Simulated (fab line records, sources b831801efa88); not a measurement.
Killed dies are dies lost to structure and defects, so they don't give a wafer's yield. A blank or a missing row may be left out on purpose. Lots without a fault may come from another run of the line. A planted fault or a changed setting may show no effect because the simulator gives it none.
Which tool did it? | flow sky130 | 11 lots, 30 wafers sampled, at 5 steps of a route of 708

WHAT THE GAUGES READ, wafer by wafer
SKY_GATE_OXIDE_THK_MEAS_02.
lot  | measured     | on            | GATE_OXIDE_OXIDATION_00_THK (nm)
L591 | day 13 12:46 | film_metro-01 | 10.01 10.32 10.11
L592 | day 13 21:03 | film_metro-04 | 10.52 10.55 10.37
L594 | day 14 08:50 | film_metro-01 | 10.03 10.02 9.88
L598 | day 15 23:46 | film_metro-01 | 10.25 10.32
L599 | day 16 05:12 | film_metro-03 | 10.25 10.19
L601 | day 17 00:33 | film_metro-04 | 10.33 10.21
L604 | day 17 15:08 | film_metro-01 | 10.22 10.28 10.18
L605 | day 17 21:34 | film_metro-01 | 10.14 10.28 9.94
L606 | day 18 07:23 | film_metro-01 | 10.42 10.25 10.39
L610 | day 19 17:20 | film_metro-03 | 10.07 10.32 10.25
L612 | day 20 08:29 | film_metro-03 | 10.38 10.41 10.30

SKY_POLY_GATE_CD_MEAS_13: target cd 150 nm.
lot  | measured     | on        | cd_nm (nm)
L591 | day 17 02:30 | cd_sem-02 | 148.3 147.9 148.5
L592 | day 17 16:48 | cd_sem-01 | 150.8 149.0 150.0
L594 | day 18 02:25 | cd_sem-01 | 149.7 148.4 148.5
L598 | day 19 21:10 | cd_sem-02 | 148.7 149.2
L599 | day 20 05:38 | cd_sem-01 | 150.0 149.0
L601 | day 21 00:55 | cd_sem-02 | 151.9 152.6
L604 | day 21 16:32 | cd_sem-02 | 151.2 151.7 151.0
L605 | day 21 21:53 | cd_sem-01 | 152.1 152.4 153.1
L606 | day 22 07:50 | cd_sem-01 | 151.5 150.1 150.1
L610 | day 23 18:18 | cd_sem-01 | 152.5 150.9 152.3
L612 | day 24 08:57 | cd_sem-02 | 151.2 149.9 150.5

SKY_PASSIVATION_THK_MEAS_03.
lot  | measured     | on            | PASSIVATION_CVD_02_THK (nm)
L591 | day 44 11:04 | film_metro-04 | 544 535 550
L592 | day 44 23:52 | film_metro-02 | 544 558 552
L594 | day 45 07:04 | film_metro-04 | 538 524 552
L598 | day 46 11:32 | film_metro-04 | 540 548 541 548
L599 | day 46 19:05 | film_metro-02 | 536 538
L601 | day 47 08:33 | film_metro-02 | 523 534 523 534
L604 | day 47 14:57 | film_metro-04 | 540 552 550
L605 | day 47 20:30 | film_metro-04 | 534 550 547
L606 | day 48 02:34 | film_metro-02 | 529 528 534
L610 | day 49 03:19 | film_metro-04 | 534 537 547
L612 | day 49 11:10 | film_metro-04 | 539 544 528

WHICH TOOL RAN EACH LOT (tool, then ch and the chambers of the sampled wafers, then the start)
lot  | SKY_LDD_N_IMPLANT_12            | SKY_LDD_P_STRIP_10
L591 | implanter-01 ch 0, day 18 10:50 | plasma_asher-03 ch 0, day 19 17:39
L592 | implanter-02 ch 0, day 19 03:35 | plasma_asher-02 ch 0,1, day 20 12:12
L594 | implanter-01 ch 0, day 19 10:15 | plasma_asher-03 ch 0,1, day 20 18:28
L598 | implanter-01 ch 0, day 21 06:20 | plasma_asher-03 ch 0, day 22 13:31
L599 | implanter-01 ch 0, day 21 17:11 | plasma_asher-03 ch 1, day 23 00:12
L601 | implanter-01 ch 0, day 22 10:02 | plasma_asher-04 ch 0,1, day 23 16:28
L604 | implanter-03 ch 0, day 23 01:08 | plasma_asher-02 ch 0,1, day 24 08:11
L605 | implanter-03 ch 0, day 23 06:47 | plasma_asher-02 ch 0,1, day 24 13:42
L606 | implanter-02 ch 0, day 23 16:09 | plasma_asher-03 ch 0,1, day 24 22:54
L610 | implanter-03 ch 0, day 25 02:14 | plasma_asher-03 ch 0,1, day 26 08:57
L612 | implanter-03 ch 0, day 25 15:53 | plasma_asher-03 ch 0,1, day 26 22:06
- SKY_LDD_N_IMPLANT_12
- SKY_LDD_P_STRIP_10: strips in O2/N2.

WHAT THE TOOLS THEMSELVES READ (means of the sampled wafers that have a number; where no wafer has one, the mark that the record gives instead)
SKY_LDD_N_IMPLANT_12.
lot  | tool         | beam_on_s (s) | end_station_pressure_torr (Torr) | faraday_current_uA | rotation_deg (degrees)
L591 | implanter-01 | 9.88          | 5.36e-06                         | 28.6               | -0.034
L592 | implanter-02 | 10.06         | 5.09e-06                         | 28.1               | -0.011
L594 | implanter-01 | 9.87          | 4.89e-06                         | 28.6               | -0.005
L598 | implanter-01 | 12.18         | 5.21e-06                         | 23.9               | 0.000
L599 | implanter-01 | 12.04         | 4.97e-06                         | 24.4               | -0.013
L601 | implanter-01 | 11.96         | 5.12e-06                         | 24.1               | -0.007
L604 | implanter-03 | 10.06         | 4.93e-06                         | 28.0               | 0.010
L605 | implanter-03 | 9.90          | 5.02e-06                         | 28.5               | -0.012
L606 | implanter-02 | 9.96          | 4.92e-06                         | 28.4               | 0.002
L610 | implanter-03 | 9.90          | 4.98e-06                         | 28.5               | -0.015
L612 | implanter-03 | 9.94          | 5.10e-06                         | 28.2               | -0.003

SKY_LDD_P_STRIP_10.
lot  | tool            | drypump_motor_current_A (A) | o2_flow_sccm (sccm) | oes_product_au (a.u.) | strip_time_to_endpoint_s (s)
L591 | plasma_asher-03 | 5.3                         | 3004                | 0.717                 | 14.21
L592 | plasma_asher-02 | 6.4                         | 3002                | 0.719                 | 14.20
L594 | plasma_asher-03 | 5.4                         | 3003                | 0.718                 | 14.14
L598 | plasma_asher-03 | 5.3                         | 3000                | 0.720                 | 14.11
L599 | plasma_asher-03 | 5.7                         | 3001                | 0.722                 | 14.12
L601 | plasma_asher-04 | 5.4                         | 2998                | 0.716                 | 14.17
L604 | plasma_asher-02 | 6.3                         | 3002                | 0.715                 | 14.12
L605 | plasma_asher-02 | 6.4                         | 3006                | 0.716                 | 14.16
L606 | plasma_asher-03 | 5.6                         | 3001                | 0.714                 | 14.11
L610 | plasma_asher-03 | 5.6                         | 3003                | 0.720                 | 14.15
L612 | plasma_asher-03 | 5.4                         | 2996                | 0.718                 | 14.15

THE ANSWER, worked out from the rows above alone
Rule: what is usual is taken from the lots themselves. Put in order of their means at a reading, lots are off if they are a third of the lots or fewer, leave a main group of 4 or more, and stand apart from it by a gap of 3 or more times the standard deviation of the main group's means; of several such gaps the widest counts. A main group whose means are all the same, to the digits that the tables above print for the reading, isn't used. A lot without any number at a reading at which 4 lots or more have one is off too. The other lots that the step has rows for count as sound. The gauges are gone through in route order, then the tools' own readings, and for those a lot's mean is taken as printed above. The first step at which some lot is off is used, and at that step the reading that is off furthest; a lot without a number counts as furthest.
Off: L598, L599, L601, at SKY_LDD_N_IMPLANT_12 (beam_on_s). The main group: mean 9.95 s, standard deviation 0.071.
A tool fits if, at that step or a process step before it, it ran every lot that is off, and no sound lot after the first of them. One fits: implanter-01 at SKY_LDD_N_IMPLANT_12. Its last sound lot is L594 (day 19 10:15), its first lot that is off L598 (day 21 06:20): a fault that began between those two fits.
The tool's own readings at SKY_LDD_N_IMPLANT_12 bear it out: on the lots that are off they differ by more than 5 times the standard deviation of the sound lots' means. beam_on_s reads 12.06 s there against 9.95 s on the sound lots; faraday_current_uA reads 24.1 there against 28.4 on the sound lots.

WHAT THE SIMULATOR HAD PUT IN
Process parameter drift: implanter-01, from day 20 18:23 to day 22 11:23, at SKY_LDD_N_IMPLANT_12. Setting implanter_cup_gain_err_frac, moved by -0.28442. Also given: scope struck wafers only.
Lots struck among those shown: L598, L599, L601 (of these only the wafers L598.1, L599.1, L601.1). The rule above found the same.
